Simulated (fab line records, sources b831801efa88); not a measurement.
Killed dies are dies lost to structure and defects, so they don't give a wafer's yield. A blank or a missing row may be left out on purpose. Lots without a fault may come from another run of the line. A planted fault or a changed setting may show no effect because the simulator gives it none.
fab line records | flow sky130
record lots=5 wafers=15 last_day=49
route steps=708 shown METAL2@487 VIA2@507
lots that met no fault: from a run of the same line without faults
start_h: hours from the record's first day to the start of the lot's first wafer shown | wait_h: hours since the lot's step before | " the same as in the row above | L1.1+2: a row that stands for several wafers | - no value, or no start given | * or withheld: withheld | < > ~ a bound
route shown NAME@n: a module of which the file shows steps, and the number in the route of the first | usual: mean/standard deviation of fault-free wafers | same: alike in all rows | chamber/n: place in a boat | sites: the reading at each site | _std_site: their standard deviation | _edge_site: outer sites' mean less inner sites' | radius_mm: how far each site lies from the wafer's centre | mask NAME#n: copy n | behind: the tool/chamber that last shaped the wafer | hold: why the lot was held/for how many hours/how that ended | device: the transistor (n, p or np) that didn't switch | end of line: the same wafers' tests at the end of the route | a step without rows: its recipe alone | killed: dies lost to structure and defects at the first sort, not the wafer's yield | map: a wafer's dies, x killed, . not, _ none there
set.NAME: the setting as run; set.NAME@STEP: as run at that earlier step | model.NAME: the simulator's own value behind a step, which no gauge read
lots at some steps of the route; a table a step, a row a wafer
services: from which hour (start_h, from the record's first day; less than 0 if before it) a tool's chamber was out of use, for how many hours, and why
## steps
# step SKY_METAL2_SPUTTER_04
# recipe material=TiN target_thk_nm=70 power_w=6500 time_s=58.3 chamber_pressure_pa=0.4
# usual throttle_valve_pct=30.0/1.1
# columns lot.wafer tool chamber start_h wait_h throttle_valve_pct
L076.1 pvd_sputter-03 - 804.73 0.0 28.9
L076.2 " - " " 30.9
L076.4 " - " " 31.0
L083.2 pvd_sputter-03 - 864.38 0.0 30.9
L083.3 " - " " 30.7
L083.4 " - " " 30.9
L085.2 pvd_sputter-03 - 877.73 0.0 30.8
L085.5 " - " " 30.5
L085.6 " - " " 28.9
L087.1 pvd_sputter-03 - 892.34 0.0 30.8
L087.2 " - " " 30.9
L087.5 " - " " 30.7
L094.3 pvd_sputter-01 - 943.14 0.0 30.4
L094.5 " - " " 28.7
L094.6 " - " " 29.2
# step SKY_METAL2_RS_MEAS_05
# recipe thk_meas_gauge=four-point-probe reads=TiN_of_METAL2_SPUTTER_04+Ti_of_METAL2_SPUTTER_03+AlCu_of_METAL2_SPUTTER_02+TiN_of_METAL2_SPUTTER_01+Ti_of_METAL2_SPUTTER_00
# usual METAL2_ALCU_RS=0.1276/0.0015
# columns lot.wafer tool chamber start_h wait_h METAL2_ALCU_RS[ohm/sq]
L076.1 film_metro-04 - 804.77 0.0 0.1297
L076.2 " - " " 0.1284
L076.4 " - " " 0.1268
L083.2 film_metro-01 - 864.44 0.0 0.1260
L083.3 " - " " 0.1259
L083.4 " - " " 0.1266
L085.2 film_metro-04 - 877.79 0.0 0.1264
L085.5 " - " " 0.1279
L085.6 " - " " 0.1279
L087.1 film_metro-04 - 892.39 0.0 0.1260
L087.2 " - " " 0.1246
L087.5 " - " " 0.1253
L094.3 film_metro-01 - 943.23 0.1 0.1296
L094.5 " - " " 0.1275
L094.6 " - " " 0.1279
# step SKY_METAL2_THK_MEAS_06
# recipe thk_meas_gauge=xrf reads=AlCu_of_METAL2_SPUTTER_02
# usual METAL2_ALCU_THK=251/3.1
# columns lot.wafer tool chamber start_h wait_h METAL2_ALCU_THK[nm]
L076.1 film_metro-04 - 804.89 0.1 249
L076.2 " - " " 253
L076.4 " - " " 254
L083.2 film_metro-01 - 864.55 0.1 253
L083.3 " - " " 254
L083.4 " - " " 254
L085.2 film_metro-04 - 877.90 0.1 254
L085.5 " - " " 251
L085.6 " - " " 252
L087.1 film_metro-04 - 892.51 0.1 254
L087.2 " - " " 256
L087.5 " - " " 256
L094.3 film_metro-01 - 943.33 0.1 247
L094.5 " - " " 249
L094.6 " - " " 251
# step SKY_METAL2_DEHYDRATE_07
# recipe temp_c=200 time_s=60
# usual chill_plate_temp_C=22.97/0.12
# columns lot.wafer tool chamber start_h wait_h chill_plate_temp_C
L076.1 litho_track-02 0 818.26 13.4 22.94
L076.2 " 0 " " 23.03
L076.4 " 0 " " 23.00
L083.2 litho_track-04 0 876.75 12.2 22.98
L083.3 " 0 " " 23.24
L083.4 " 0 " " 23.15
L085.2 litho_track-02 0 890.19 12.3 22.94
L085.5 " 0 " " 22.79
L085.6 " 0 " " 22.87
L087.1 litho_track-04 0 904.47 12.0 23.08
L087.2 " 0 " " 22.88
L087.5 " 0 " " 22.88
L094.3 litho_track-04 0 955.17 11.8 23.08
L094.5 " 0 " " 23.12
L094.6 " 0 " " 22.93
# step SKY_METAL2_HMDS_08
# recipe prime_time_s=60 prime_temp_c=120
# usual chill_plate_temp_C=23.01/0.099
# columns lot.wafer tool chamber start_h wait_h chill_plate_temp_C
L076.1 litho_track-02 0 818.41 0.1 22.96
L076.2 " 0 " " 23.06
L076.4 " 0 " " 23.15
L083.2 litho_track-04 0 876.90 0.1 23.15
L083.3 " 0 " " 23.13
L083.4 " 0 " " 22.87
L085.2 litho_track-02 0 890.34 0.1 22.98
L085.5 " 0 " " 22.88
L085.6 " 0 " " 23.13
L087.1 litho_track-04 0 904.62 0.1 23.06
L087.2 " 0 " " 22.88
L087.5 " 0 " " 23.09
L094.3 litho_track-04 0 955.32 0.1 23.07
L094.5 " 0 " " 23.09
L094.6 " 0 " " 23.06
# step SKY_METAL2_COAT_09
# recipe resist=BARC temp_c=withheld time_s=withheld spin_rpm=3000 resist_thk_nm=60
# usual chill_plate_temp_C=* dispense_pressure_kPa=57.3/1
# columns lot.wafer tool chamber start_h wait_h chill_plate_temp_C dispense_pressure_kPa
L076.1 litho_track-02 0 818.56 0.1 * 57.4
L076.2 " 0 " " * 57.4
L076.4 " 0 " " * 57.4
L083.2 litho_track-04 0 877.05 0.1 * 56.0
L083.3 " 0 " " * 56.0
L083.4 " 0 " " * 56.0
L085.2 litho_track-02 0 890.49 0.1 * 57.3
L085.5 " 0 " " * 57.4
L085.6 " 0 " " * 57.3
L087.1 litho_track-04 0 904.77 0.1 * 56.1
L087.2 " 0 " " * 56.0
L087.5 " 0 " " * 56.1
L094.3 litho_track-04 0 955.47 0.1 * 56.1
L094.5 " 0 " " * 56.1
L094.6 " 0 " " * 56.1
# step SKY_METAL2_COAT_10
# recipe resist=KrF-thick spin_rpm=3000 resist_thk_nm=450
# usual chill_plate_temp_C=22.97/0.1 dispense_pressure_kPa=57.3/1
# columns lot.wafer tool chamber start_h wait_h chill_plate_temp_C dispense_pressure_kPa
L076.1 litho_track-02 0 - - 23.03 57.4
L076.2 " 0 " " 22.94 57.4
L076.4 " 0 " " 23.06 57.4
L083.2 litho_track-04 0 - - 22.95 56.0
L083.3 " 0 " " 22.87 56.0
L083.4 " 0 " " 22.96 56.1
L085.2 litho_track-02 0 - - 22.85 57.3
L085.5 " 0 " " 23.04 57.4
L085.6 " 0 " " 23.09 57.3
L087.1 litho_track-04 0 - - 22.86 56.1
L087.2 " 0 " " 22.93 56.1
L087.5 " 0 " " 23.02 56.0
L094.3 litho_track-04 0 - - 22.94 56.1
L094.5 " 0 " " 23.00 56.1
L094.6 " 0 " " 22.86 56.1
# step SKY_METAL2_SOFTBAKE_11
# recipe temp_c=100 time_s=90 resist=KrF-thick
# usual chill_plate_temp_C=23.01/0.093
# columns lot.wafer tool chamber start_h wait_h chill_plate_temp_C
L076.1 litho_track-02 0 - - 22.96
L076.2 " 0 " " 23.10
L076.4 " 0 " " 22.92
L083.2 litho_track-04 0 - - 23.09
L083.3 " 0 " " 23.14
L083.4 " 0 " " 23.02
L085.2 litho_track-02 0 - - 23.13
L085.5 " 0 " " 22.95
L085.6 " 0 " " 23.10
L087.1 litho_track-04 0 - - 22.95
L087.2 " 0 " " 22.88
L087.5 " 0 " " 22.99
L094.3 litho_track-04 0 - - 23.13
L094.5 " 0 " " 23.06
L094.6 " 0 " " 22.79
# step SKY_METAL2_EXPOSE_12
# recipe mask_id=MM2 na=0.8 source_shape=annular sigma_inner=0.55 sigma_outer=0.85 target_cd_nm=140 dose_mj=28
# columns lot.wafer tool chamber start_h wait_h mask
L076.1+2+4 krf_scanner-01 0 - - MM2#0
L083.2+3+4 krf_scanner-01 0 - - MM2#0
L085.2+5+6 krf_scanner-01 0 - - MM2#0
L087.1+2+5 krf_scanner-01 0 - - MM2#0
L094.3+5+6 krf_scanner-01 0 - - MM2#0
# step SKY_METAL2_PEB_13
# recipe peb_temp_c=withheld peb_time_s=withheld resist=KrF-thick
# usual chill_plate_temp_C=*
# columns lot.wafer tool chamber start_h wait_h chill_plate_temp_C
L076.1 litho_track-02 0 - - *
L076.2 " 0 " " *
L076.4 " 0 " " *
L083.2 litho_track-03 0 - - *
L083.3 " 0 " " *
L083.4 " 0 " " *
L085.2 litho_track-04 0 - - *
L085.5 " 0 " " *
L085.6 " 0 " " *
L087.1 litho_track-02 0 - - *
L087.2 " 0 " " *
L087.5 " 0 " " *
L094.3 litho_track-02 0 - - *
L094.5 " 0 " " *
L094.6 " 0 " " *
# step SKY_METAL2_DEVELOP_14
# recipe develop_time_s=60 resist=KrF-thick dev_temp_c=21
# usual chill_plate_temp_C=23.01/0.11
# same develop_time_s=60
# columns lot.wafer tool chamber start_h wait_h chill_plate_temp_C
L076.1 litho_track-02 0 - - 22.95
L076.2 " 0 " " 22.99
L076.4 " 0 " " 22.84
L083.2 litho_track-03 0 - - 22.98
L083.3 " 0 " " 23.07
L083.4 " 0 " " 23.34
L085.2 litho_track-04 0 - - 22.75
L085.5 " 0 " " 22.87
L085.6 " 0 " " 22.87
L087.1 litho_track-02 0 - - 23.08
L087.2 " 0 " " 23.26
L087.5 " 0 " " 23.09
L094.3 litho_track-02 0 - - 22.96
L094.5 " 0 " " 23.01
L094.6 " 0 " " 22.95
# step SKY_METAL2_CD_MEAS_15
# recipe target_cd_nm=140
# usual cd_nm=140.5/1.5
# columns lot.wafer tool chamber start_h wait_h cd_nm
L076.1 cd_sem-02 - 832.61 - 141.6
L076.2 " - " " 141.8
L076.4 " - " " 141.4
L083.2 cd_sem-02 - 890.43 - 138.8
L083.3 " - " " 139.2
L083.4 " - " " 139.3
L085.2 cd_sem-02 - 903.09 - 141.2
L085.5 " - " " 141.9
L085.6 " - " " 140.0
L087.1 cd_sem-02 - 917.36 - 139.2
L087.2 " - " " 138.6
L087.5 " - " " 138.7
L094.3 cd_sem-02 - 968.00 - 137.8
L094.5 " - " " 138.8
L094.6 " - " " 138.6
# step SKY_METAL2_OVL_MEAS_16
# usual METAL2_OVL=-4/5.2
# columns lot.wafer tool chamber start_h wait_h METAL2_OVL[nm]
L076.1 overlay-02 - 832.73 0.1 -7
L076.2 " - " " -3
L076.4 " - " " 5
L083.2 overlay-02 - 890.54 0.1 -4
L083.3 " - " " -1
L083.4 " - " " 1
L085.2 overlay-01 - 903.20 0.1 3
L085.5 " - " " -1
L085.6 " - " " -3
L087.1 overlay-02 - 917.48 0.1 2
L087.2 " - " " 0
L087.5 " - " " 5
L094.3 overlay-02 - 968.09 0.1 -10
L094.5 " - " " -8
L094.6 " - " " 0
# step SKY_METAL2_DESCUM_17
# recipe chemistry=O2 source_power_w=150 bias_power_w=0 pressure_mtorr=10 temp_c=40 time_s=8
# usual chamber_pressure_mTorr=10.000/0.0088 drypump_motor_current_A=5.58/0.3 oes_product_au=1.005/0.012
# columns lot.wafer tool chamber start_h wait_h chamber_pressure_mTorr drypump_motor_current_A oes_product_au rf_hours_counter_h
L076.1 rie_metal-04 1 832.77 0.0 9.998 5.20 0.998 1
L076.2 " 0 " " 9.991 5.76 0.994 12
L076.4 " 1 " " 9.995 5.19 1.005 -
L083.2 rie_metal-04 0 890.57 0.0 9.988 5.76 0.997 15
L083.3 " 0 " " 9.990 5.79 0.985 -
L083.4 " 1 " " 10.012 5.18 1.005 -
L085.2 rie_metal-04 1 903.23 0.0 9.983 5.20 1.005 4
L085.5 " 0 " " 10.016 5.76 1.002 -
L085.6 " 1 " " 9.986 5.19 1.008 -
L087.1 rie_metal-01 1 917.52 0.0 10.000 5.15 0.997 14
L087.2 " 0 " " 9.996 6.02 1.008 10
L087.5 " 1 " " 9.991 5.15 1.002 -
L094.3 rie_metal-03 1 968.13 0.0 10.003 5.75 1.003 -
L094.5 " 0 " " 9.999 5.56 1.011 -
L094.6 " 1 " " 10.004 5.78 0.985 -
# step SKY_METAL2_ETCH_18
# recipe chemistry=N2/H2 target=BARC ion_energy_ev=200 bias_w=100 pressure_mtorr=30 n2_flow_sccm=100 h2_flow_sccm=200 icp_w=500 stop_on=SiO2 time_s=45.9 target_depth_a=600
# usual chamber_pressure_mTorr=30.005/0.028 drypump_motor_current_A=5.6/0.3 oes_product_au=0.854/0.0048 throttle_valve_pct=13.224/0.0098
# columns lot.wafer tool chamber start_h wait_h chamber_pressure_mTorr drypump_motor_current_A oes_product_au rf_hours_counter_h throttle_valve_pct
L076.1 rie_metal-04 1 832.80 0.0 30.001 5.2 0.852 1 13.217
L076.2 " 0 " " 30.014 5.8 0.849 13 13.238
L076.4 " 1 " " 29.983 5.2 0.857 - 13.230
L083.2 rie_metal-04 0 890.60 0.0 30.011 5.8 0.852 15 13.225
L083.3 " 0 " " 29.981 5.8 0.854 - 13.248
L083.4 " 1 " " 29.974 5.2 0.850 - 13.215
L085.2 rie_metal-04 1 903.26 0.0 29.942 5.2 0.857 4 13.212
L085.5 " 0 " " 29.980 5.8 0.853 - 13.223
L085.6 " 1 " " 30.008 5.2 0.849 - 13.212
L087.1 rie_metal-01 1 917.55 0.0 30.009 5.1 0.861 14 13.232
L087.2 " 0 " " 30.034 6.1 0.849 10 13.227
L087.5 " 1 " " 29.930 5.1 0.850 - 13.231
L094.3 rie_metal-03 1 968.17 0.0 30.056 5.8 0.854 - 13.247
L094.5 " 0 " " 30.027 5.6 0.855 - 13.243
L094.6 " 1 " " 29.995 5.8 0.853 - 13.226
# step SKY_METAL2_METAL_ETCH_19
# recipe target_depth_a=3600 stop_on=SiO2 over_etch_frac=0.3 time_s=78 chemistry=Cl2/BCl3 resist_sidewall_deg=88 pressure_mtorr=10 icp_w=900 bias_w=48.5 Cl2_flow_sccm=60 bcl3_flow_sccm=30
# usual chamber_pressure_mTorr=10.001/0.0095 drypump_motor_current_A=5.57/0.3 oes_product_au=0.852/0.006 throttle_valve_pct=22.263/0.0085
# columns lot.wafer tool chamber start_h wait_h chamber_pressure_mTorr drypump_motor_current_A oes_product_au rf_hours_counter_h throttle_valve_pct
L076.1 rie_metal-04 1 832.86 0.0 9.984 5.19 0.845 1 22.267
L076.2 " 0 " " 9.992 5.78 0.853 13 22.262
L076.4 " 1 " " 10.009 5.19 0.859 - 22.275
L083.2 rie_metal-04 0 890.66 0.0 10.024 5.75 0.852 15 22.258
L083.3 " 0 " " 9.991 5.78 0.857 - 22.272
L083.4 " 1 " " 10.025 5.18 0.852 - 22.251
L085.2 rie_metal-04 1 903.32 0.0 10.010 5.18 0.853 4 22.258
L085.5 " 0 " " 9.987 5.80 0.847 - 22.290
L085.6 " 1 " " 9.993 5.17 0.844 - 22.271
L087.1 rie_metal-01 1 917.61 0.0 10.019 5.08 0.856 14 22.279
L087.2 " 0 " " 10.006 6.04 0.854 11 22.249
L087.5 " 1 " " 9.999 5.08 0.861 - 22.263
L094.3 rie_metal-03 1 968.24 0.1 10.006 5.76 0.846 - 22.275
L094.5 " 0 " " 10.011 5.59 0.857 - 22.270
L094.6 " 1 " " 9.995 5.78 0.848 - 22.261
# step SKY_METAL2_STRIP_20
# recipe chemistry=O2/N2 power_w=1400 pressure_mtorr=1500 platen_temp_c=withheld o2_flow_sccm=3000 n2_flow_sccm=300 overash_fraction=0.5
# usual chamber_pressure_mTorr=1501/6.8 drypump_motor_current_A=5.8/0.51 oes_product_au=0.342/0.0055 strip_time_to_endpoint_s=2.68/0.058
# columns lot.wafer tool chamber start_h wait_h chamber_pressure_mTorr drypump_motor_current_A oes_product_au rf_hours_counter_h strip_time_to_endpoint_s
L076.1 plasma_asher-01 1 832.95 0.1 1498 4.9 0.340 77 2.70
L076.2 " 0 " " 1498 5.8 0.343 77 2.75
L076.4 " 1 " " 1499 4.9 0.345 - 2.68
L083.2 plasma_asher-04 0 890.75 0.1 1498 5.7 0.344 97 2.74
L083.3 " 1 " " 1499 6.4 0.347 - 2.72
L083.4 " 0 " " 1498 5.8 0.341 - 2.66
L085.2 plasma_asher-03 0 903.41 0.1 1500 6.2 0.338 18 2.74
L085.5 " 1 " " 1500 6.2 0.347 - 2.75
L085.6 " 0 " " 1500 6.2 0.349 - 2.75
L087.1 plasma_asher-01 0 917.70 0.1 1498 5.8 0.345 84 2.72
L087.2 " 1 " " 1501 4.9 0.337 84 2.69
L087.5 " 1 " " 1500 4.9 0.348 - 2.71
L094.3 plasma_asher-03 1 968.33 0.1 1500 6.2 0.345 - 2.69
L094.5 " 0 " " 1501 6.2 0.338 - 2.56
L094.6 " 1 " " 1502 6.2 0.345 - 2.68
# step SKY_METAL2_STRIP_21
# recipe chemistry=post_etch_residue_remover time_s=1200 temp_c=72.5
# columns lot.wafer tool chamber start_h wait_h
L076.1+2+4 wet_bench-02 1 833.05 0.1
L083.2+3+4 wet_bench-03 2 890.85 0.1
L085.2+5+6 wet_bench-02 3 903.51 0.1
L087.1+2+5 wet_bench-02 3 917.80 0.1
L094.3+5+6 wet_bench-04 1 968.40 0.0
# step SKY_METAL2_CLEAN_22
# recipe chemistry=IPA time_s=180 temp_c=25
# columns lot.wafer tool chamber start_h wait_h
L076.1+2+4 wet_bench-03 0 833.39 0.0
L083.2+3+4 wet_bench-02 0 891.19 0.0
L085.2+5+6 wet_bench-03 1 903.85 0.0
L087.1+2+5 wet_bench-04 3 918.14 0.0
L094.3+5+6 wet_bench-03 3 968.74 0.0
# step SKY_METAL2_CLEAN_23
# recipe chemistry=O3/DIW dry=n2_spin
# columns lot.wafer tool chamber start_h wait_h
L076.1+2+4 wet_bench-02 2 833.45 0.0
L083.2+3+4 wet_bench-03 0 891.26 0.0
L085.2+5+6 wet_bench-04 2 903.91 0.0
L087.1+2+5 wet_bench-02 1 918.20 0.0
L094.3+5+6 wet_bench-02 0 968.81 0.0
# step SKY_VIA2_HDPCVD_00
# recipe material=SiO2 target_thk_nm=1180 sigma_open_frac=0.3 time_s=187.1 temp_c=400 sih4_flow_sccm=60 pressure_mtorr=6
# columns lot.wafer tool chamber start_h wait_h
L076.1+2+4 hdpcvd-01 0,1,0 833.54 0.0
L083.2+3+4 hdpcvd-02 2,0,2 891.35 0.0
L085.2+5+6 hdpcvd-01 1,0,1 904.00 0.0
L087.1+2+5 hdpcvd-01 0,2,0 918.29 0.0
L094.3+5+6 hdpcvd-01 2,0,2 968.90 0.0
# step SKY_VIA2_THK_MEAS_01
# recipe reads=SiO2_of_VIA2_HDPCVD_00
# usual VIA2_HDPCVD_THK=1119/14
# columns lot.wafer tool chamber start_h wait_h VIA2_HDPCVD_THK[nm]
L076.1 film_metro-02 - 833.67 0.1 1130
L076.2 " - " " 1127
L076.4 " - " " 1121
L083.2 film_metro-03 - 891.49 0.1 1136
L083.3 " - " " 1116
L083.4 " - " " 1142
L085.2 film_metro-02 - 904.14 0.1 1127
L085.5 " - " " 1106
L085.6 " - " " 1125
L087.1 film_metro-01 - 918.48 0.1 1107
L087.2 " - " " 1129
L087.5 " - " " 1109
L094.3 film_metro-01 - 969.04 0.1 1141
L094.5 " - " " 1133
L094.6 " - " " 1132
# step SKY_VIA2_CMP_02
# recipe material=SiO2 down_force_psi=4 platen_rpm=60 pad_velocity_m_s=0.94248
# usual motor_current_A=12.5/1.3 platen_rpm=60.00/0.035
# columns lot.wafer tool chamber start_h wait_h motor_current_A platen_rpm
L076.2 cmp-02 2 833.78 0.1 13.4 60.03
L076.1 " 3 " " 12.5 59.99
L076.4 " 0 " " 11.9 60.09
L083.4 cmp-02 1 891.54 0.0 12.6 59.97
L083.2 " 2 " " 13.0 59.98
L083.3 " 0 " " 12.1 60.00
L085.2 cmp-01 3 904.34 0.2 16.6 59.99
L085.5 " 0 " " 11.7 59.95
L085.6 " 1 " " 10.9 59.97
L087.2 cmp-02 0 918.54 0.0 11.6 60.01
L087.1 " 3 " " 12.4 60.00
L087.5 " 1 " " 11.9 60.01
L094.3 cmp-01 0 969.23 0.2 12.0 59.95
L094.5 " 1 " " 11.5 60.00
L094.6 " 2 " " 12.0 60.07
# step SKY_VIA2_BOW_MEAS_03
# recipe mode=bow
# usual VIA2_BOW=85/6.8
# columns lot.wafer tool chamber start_h wait_h VIA2_BOW[um]
L076.1 film_metro-03 - 834.03 0.1 77
L076.2 " - " " 81
L076.4 " - " " 70
L083.2 film_metro-02 - 891.86 0.2 83
L083.3 " - " " 92
L083.4 " - " " 83
L085.2 film_metro-01 - 904.51 0.1 88
L085.5 " - " " 84
L085.6 " - " " 96
L087.1 film_metro-02 - 918.84 0.1 93
L087.2 " - " " 78
L087.5 " - " " 89
L094.3 film_metro-01 - 969.42 0.1 87
L094.5 " - " " 81
L094.6 " - " " 78
# step SKY_VIA2_DEHYDRATE_04
# recipe temp_c=200 time_s=60
# usual chill_plate_temp_C=23.00/0.12
# columns lot.wafer tool chamber start_h wait_h chill_plate_temp_C
L076.1 litho_track-01 0 844.86 10.8 23.04
L076.2 " 0 " " 23.05
L076.4 " 0 " " 22.92
L083.2 litho_track-04 0 903.70 11.8 22.89
L083.3 " 0 " " 22.98
L083.4 " 0 " " 22.95
L085.2 litho_track-03 0 916.39 11.9 23.01
L085.5 " 0 " " 23.05
L085.6 " 0 " " 23.09
L087.1 litho_track-04 0 930.42 11.6 22.90
L087.2 " 0 " " 22.86
L087.5 " 0 " " 22.75
L094.3 litho_track-04 0 979.87 10.4 23.00
L094.5 " 0 " " 22.90
L094.6 " 0 " " 22.94
# step SKY_VIA2_HMDS_05
# recipe prime_time_s=60 prime_temp_c=120
# usual chill_plate_temp_C=22.99/0.11
# columns lot.wafer tool chamber start_h wait_h chill_plate_temp_C
L076.1 litho_track-01 0 845.01 0.1 22.98
L076.2 " 0 " " 22.95
L076.4 " 0 " " 23.00
L083.2 litho_track-04 0 903.85 0.1 22.93
L083.3 " 0 " " 22.98
L083.4 " 0 " " 22.96
L085.2 litho_track-03 0 916.54 0.1 22.96
L085.5 " 0 " " 23.07
L085.6 " 0 " " 22.93
L087.1 litho_track-04 0 930.57 0.1 22.99
L087.2 " 0 " " 23.03
L087.5 " 0 " " 23.04
L094.3 litho_track-04 0 980.02 0.1 23.04
L094.5 " 0 " " 22.97
L094.6 " 0 " " 22.99
# step SKY_VIA2_COAT_06
# recipe resist=BARC temp_c=withheld time_s=withheld spin_rpm=2959 resist_thk_nm=60
# usual chill_plate_temp_C=* dispense_pressure_kPa=57.0/1.9
# columns lot.wafer tool chamber start_h wait_h chill_plate_temp_C dispense_pressure_kPa
L076.1 litho_track-01 0 845.16 0.1 * 54.5
L076.2 " 0 " " * 54.5
L076.4 " 0 " " * 54.5
L083.2 litho_track-04 0 904.00 0.1 * 56.1
L083.3 " 0 " " * 56.0
L083.4 " 0 " " * 56.1
L085.2 litho_track-03 0 916.69 0.1 * 59.1
L085.5 " 0 " " * 59.1
L085.6 " 0 " " * 59.2
L087.1 litho_track-04 0 930.72 0.1 * 56.1
L087.2 " 0 " " * 56.1
L087.5 " 0 " " * 56.1
L094.3 litho_track-04 0 980.17 0.1 * 56.1
L094.5 " 0 " " * 56.1
L094.6 " 0 " " * 56.1
# step SKY_VIA2_COAT_07
# recipe resist=KrF-thick spin_rpm=3000 resist_thk_nm=450
# usual chill_plate_temp_C=23.01/0.1 dispense_pressure_kPa=57.1/1.9
# columns lot.wafer tool chamber start_h wait_h chill_plate_temp_C dispense_pressure_kPa
L076.1 litho_track-01 0 - - 23.09 54.5
L076.2 " 0 " " 22.99 54.5
L076.4 " 0 " " 22.99 54.5
L083.2 litho_track-04 0 - - 23.01 56.1
L083.3 " 0 " " 22.95 56.0
L083.4 " 0 " " 22.92 56.1
L085.2 litho_track-03 0 - - 22.95 59.2
L085.5 " 0 " " 23.02 59.2
L085.6 " 0 " " 22.95 59.2
L087.1 litho_track-04 0 - - 22.99 56.1
L087.2 " 0 " " 22.93 56.1
L087.5 " 0 " " 23.19 56.0
L094.3 litho_track-04 0 - - 23.07 56.1
L094.5 " 0 " " 22.98 56.1
L094.6 " 0 " " 22.93 56.1
# step SKY_VIA2_SOFTBAKE_08
# recipe temp_c=100 time_s=90 resist=KrF-thick
# usual chill_plate_temp_C=23.00/0.11
# columns lot.wafer tool chamber start_h wait_h chill_plate_temp_C
L076.1 litho_track-01 0 - - 23.05
L076.2 " 0 " " 23.17
L076.4 " 0 " " 23.17
L083.2 litho_track-04 0 - - 23.00
L083.3 " 0 " " 23.19
L083.4 " 0 " " 23.11
L085.2 litho_track-03 0 - - 23.10
L085.5 " 0 " " 22.94
L085.6 " 0 " " 22.96
L087.1 litho_track-04 0 - - 22.83
L087.2 " 0 " " 22.91
L087.5 " 0 " " 23.00
L094.3 litho_track-04 0 - - 23.02
L094.5 " 0 " " 23.06
L094.6 " 0 " " 22.87
# step SKY_VIA2_EXPOSE_09
# recipe mask_id=VIM2 na=0.8 source_shape=annular sigma_inner=0.55 sigma_outer=0.85 target_cd_nm=200 dose_mj=38
# columns lot.wafer tool chamber start_h wait_h mask
L076.1+2+4 krf_scanner-01 0 - - VIM2#0
L083.2+3+4 krf_scanner-02 0 - - VIM2#0
L085.2+5+6 krf_scanner-01 0 - - VIM2#0
L087.1+2+5 krf_scanner-02 0 - - VIM2#0
L094.3+5+6 krf_scanner-02 0 - - VIM2#0
# step SKY_VIA2_PEB_10
# recipe peb_temp_c=withheld peb_time_s=withheld resist=KrF-thick
# usual chill_plate_temp_C=*
# columns lot.wafer tool chamber start_h wait_h chill_plate_temp_C
L076.1 litho_track-04 0 - - *
L076.2 " 0 " " *
L076.4 " 0 " " *
L083.2 litho_track-01 0 - - *
L083.3 " 0 " " *
L083.4 " 0 " " *
L085.2 litho_track-01 0 - - *
L085.5 " 0 " " *
L085.6 " 0 " " *
L087.1 litho_track-03 0 - - *
L087.2 " 0 " " *
L087.5 " 0 " " *
L094.3 litho_track-03 0 - - *
L094.5 " 0 " " *
L094.6 " 0 " " *
# step SKY_VIA2_DEVELOP_11
# recipe develop_time_s=60 resist=KrF-thick dev_temp_c=21
# usual chill_plate_temp_C=22.98/0.11
# same develop_time_s=60
# columns lot.wafer tool chamber start_h wait_h chill_plate_temp_C
L076.1 litho_track-04 0 - - 23.05
L076.2 " 0 " " 23.00
L076.4 " 0 " " 22.99
L083.2 litho_track-01 0 - - 23.01
L083.3 " 0 " " 22.91
L083.4 " 0 " " 23.05
L085.2 litho_track-01 0 - - 23.05
L085.5 " 0 " " 23.00
L085.6 " 0 " " 23.01
L087.1 litho_track-03 0 - - 22.80
L087.2 " 0 " " 22.88
L087.5 " 0 " " 22.76
L094.3 litho_track-03 0 - - 23.15
L094.5 " 0 " " 23.10
L094.6 " 0 " " 23.08
# step SKY_VIA2_CD_MEAS_12
# recipe target_cd_nm=200
# usual cd_nm=200.4/1.5
# columns lot.wafer tool chamber start_h wait_h cd_nm
L076.1 cd_sem-01 - 859.32 - 200.0
L076.2 " - " " 200.8
L076.4 " - " " 201.4
L083.2 cd_sem-01 - 917.09 - 200.6
L083.3 " - " " 200.0
L083.4 " - " " 200.3
L085.2 cd_sem-01 - 928.59 - 201.2
L085.5 " - " " 201.8
L085.6 " - " " 202.7
L087.1 cd_sem-01 - 943.71 - 200.9
L087.2 " - " " 202.7
L087.5 " - " " 200.5
L094.3 cd_sem-02 - 992.73 - 203.0
L094.5 " - " " 200.6
L094.6 " - " " 202.7
# step SKY_VIA2_OVL_MEAS_13
# usual VIA2_OVL=8/5.1
# columns lot.wafer tool chamber start_h wait_h VIA2_OVL[nm]
L076.1 overlay-01 - 859.44 0.1 8
L076.2 " - " " 1
L076.4 " - " " 0
L083.2 overlay-02 - 917.19 0.1 12
L083.3 " - " " 11
L083.4 " - " " 10
L085.2 overlay-01 - 928.69 0.1 -13
L085.5 " - " " 4
L085.6 " - " " 6
L087.1 overlay-01 - 943.83 0.1 8
L087.2 " - " " 7
L087.5 " - " " 2
L094.3 overlay-01 - 992.82 0.1 7
L094.5 " - " " 9
L094.6 " - " " 11
## services
# columns tool chamber start_h hours kind
pvd_sputter-03 - 782.97 2.6 repair
rie_metal-01 1 797.14 1.2 repair
rie_metal-04 0 804.36 3.1 repair
wet_bench-04 - 805.32 30.5 repair
wet_bench-03 - 824.25 1.9 pm
rie_metal-01 1 839.05 4.0 repair
krf_scanner-02 - 846.32 7.5 repair
krf_scanner-02 - 852.08 0.3 repair
rie_metal-03 - 855.62 1.4 pm
krf_scanner-02 - 860.46 1.3 repair
krf_scanner-01 - 861.75 1.3 pm
krf_scanner-02 - 876.64 0.7 repair
krf_scanner-01 - 880.12 0.8 pm
cmp-02 - 894.87 0.9 repair
hdpcvd-01 1 905.51 36.0 repair
rie_metal-04 - 908.11 0.5 repair
krf_scanner-02 - 913.50 0.8 pm
krf_scanner-02 - 914.25 1.0 pm
krf_scanner-01 - 915.25 1.0 pm
krf_scanner-02 - 916.25 1.3 pm
rie_metal-03 - 929.48 2.8 pm
hdpcvd-01 0 972.14 4.9 repair
rie_metal-04 - 975.46 55.4 repair
pvd_sputter-03 - 987.66 2.1 repair
## key
fault none
